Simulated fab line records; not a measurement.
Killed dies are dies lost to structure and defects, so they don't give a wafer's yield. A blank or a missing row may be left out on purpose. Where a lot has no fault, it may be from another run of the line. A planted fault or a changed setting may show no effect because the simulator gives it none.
Struck lot and sound lot, side by side :: flow sky130 :: 15 steps out of a route of 708
Sound: the wafers L299.2, L299.3, L299.5. Struck: wafers L316.1, L316.4, L316.5. Last of all comes the cause.
Each step with rows lists, per side, the tool, then ch with its chambers, then its first start. Under that, the readings that differ: sound wafers :: struck wafers :: difference of the means :: sigmas: that difference in standard deviations of wafers without a fault.
alike: a reading whose means differ by less than 2 such deviations, as well as words and numbers matching on both sides. not compared: withheld readings; readings where some wafer has no value; bounds like >300 that might hide an equal value; numbers whose values overlap and for which the record gives no deviation.
The two part at a step that has a row with sigmas, a row that says differs or no value, or rows on one side only. Numbers that have no deviation but don't overlap get no sigmas and don't part them. A reading missing from all wafers of one side parts the sides only when that side holds two or more wafers.

first, 7 steps without rows for these wafers: SKY_POLY_GATE_HMDS_06 (prime time 60 s); SKY_POLY_GATE_COAT_07 (resist thk 110 nm); SKY_POLY_GATE_COAT_08 (resist thk 450 nm); SKY_POLY_GATE_SOFTBAKE_09 (time 90 s); SKY_POLY_GATE_EXPOSE_10 (exposes mask P1M, target cd 150 nm); SKY_POLY_GATE_PEB_11; SKY_POLY_GATE_DEVELOP_12 (develop time 60 s).
SKY_POLY_GATE_CD_MEAS_13: the cd target is 150 nm.
  sound on cd-sem-01, day 16 13:10; struck on cd-sem-01, day 23 01:33
  alike: cd-nm
SKY_POLY_GATE_OVL_MEAS_14:
  sound on overlay-02, day 16 13:16; struck on overlay-02, day 23 01:40
  alike: POLY_GATE_OVL
SKY_POLY_GATE_ETCH_15: etches BARC in N2/H2, stops on SiO2, time 118.5 s, target depth 110 nm.
  sound on rie-diel-04 ch 0,2,3, day 16 13:18; struck on rie-diel-02 ch 0,1,2, day 23 01:42
  alike: drypump-motor-current-A, h2-flow-sccm, oes-product-au, throttle-valve-pct
  not compared: rf-hours-counter-h
SKY_POLY_GATE_ETCH_16: etches Si3N4 in CH3F/O2, stops on poly-Si, time 147.5 s, target depth 75 nm.
  sound on rie-diel-04 ch 0,2,3, day 16 13:23; struck on rie-diel-02 ch 0,1,2, day 23 01:47
  alike: O2_flow_sccm, drypump-motor-current-A, oes-product-au, throttle-valve-pct
  not compared: rf-hours-counter-h
SKY_POLY_GATE_ETCH_17: etches poly-Si in HBr/Cl2, stops on SiO2, target depth 180 nm, time 70.5 s.
  sound on rie-si-01 ch 0,1, day 16 13:29; struck on rie-si-01 ch 0,2,3, day 23 01:53
reading: oes-product-au (a.u.)
sound: 1.004 0.998 1.002
struck: 0.974 0.985 0.984
difference: -0.020
sigmas: -2
  alike: drypump-motor-current-A, he-backside-leak-sccm, throttle-valve-pct
  not compared: rf-hours-counter-h
SKY_POLY_GATE_STRIP_18: strips in O2/N2.
  sound on plasma-asher-01 ch 0,1, day 16 13:32; struck on plasma-asher-01 ch 0,1, day 23 01:56
  no value came back on the struck wafers for chamber-pressure-mTorr (mTorr), drypump-motor-current-A (A), oes-product-au (a.u.), strip-time-to-endpoint-s (s); on the sound wafers chamber-pressure-mTorr (mTorr) reads 1497.8 1499.3 1501.3
reading: model.KrF-thick_of_POLY_GATE_COAT_08.thk-nm (nm)
sound: 0 0 0
struck: 141.7 132.9 141.4
difference: +138.7
sigmas: 

reading: model.BARC_of_POLY_GATE_COAT_07.thk-nm (nm)
sound: 0 0 0
struck: 109.6 109.5 109.7
difference: +109.6
sigmas: 
  not compared: rf-hours-counter-h
then, 1 step without rows for these wafers: SKY_POLY_GATE_CLEAN_19 (cleans in SC1/SC2, time 150 s).
-- a jump in the record: the struck wafers' starts before and after are 27 days apart (it breaks off in module POLY_GATE and resumes in module PAD_OPEN, where the first step shown is number 708 of the route) --
SKY_PAD_OPEN_PROBE_99:
  sound on prober-02, day 45 19:46; struck on prober-01, day 50 02:07
reading: killed-at-front-end
sound: 15 13 14
struck: 417 428 417
difference: +407
sigmas: +99 or more

reading: killed-dies
sound: 64 83 94
struck: 492 492 492
difference: +412
sigmas: +43

reading: killed-on-rim
sound: 15 13 20
struck: 96 96 96
difference: +80
sigmas: +23
  alike: killed_at_M0_to_M3, killed_at_M4_up, killed-at-contacts, killed-at-other, killed-open, killed-short

WHERE THEY PART
At SKY_POLY_GATE_ETCH_17 first; at SKY_PAD_OPEN_PROBE_99 last (within this record only).

WHY: what the simulator had put in
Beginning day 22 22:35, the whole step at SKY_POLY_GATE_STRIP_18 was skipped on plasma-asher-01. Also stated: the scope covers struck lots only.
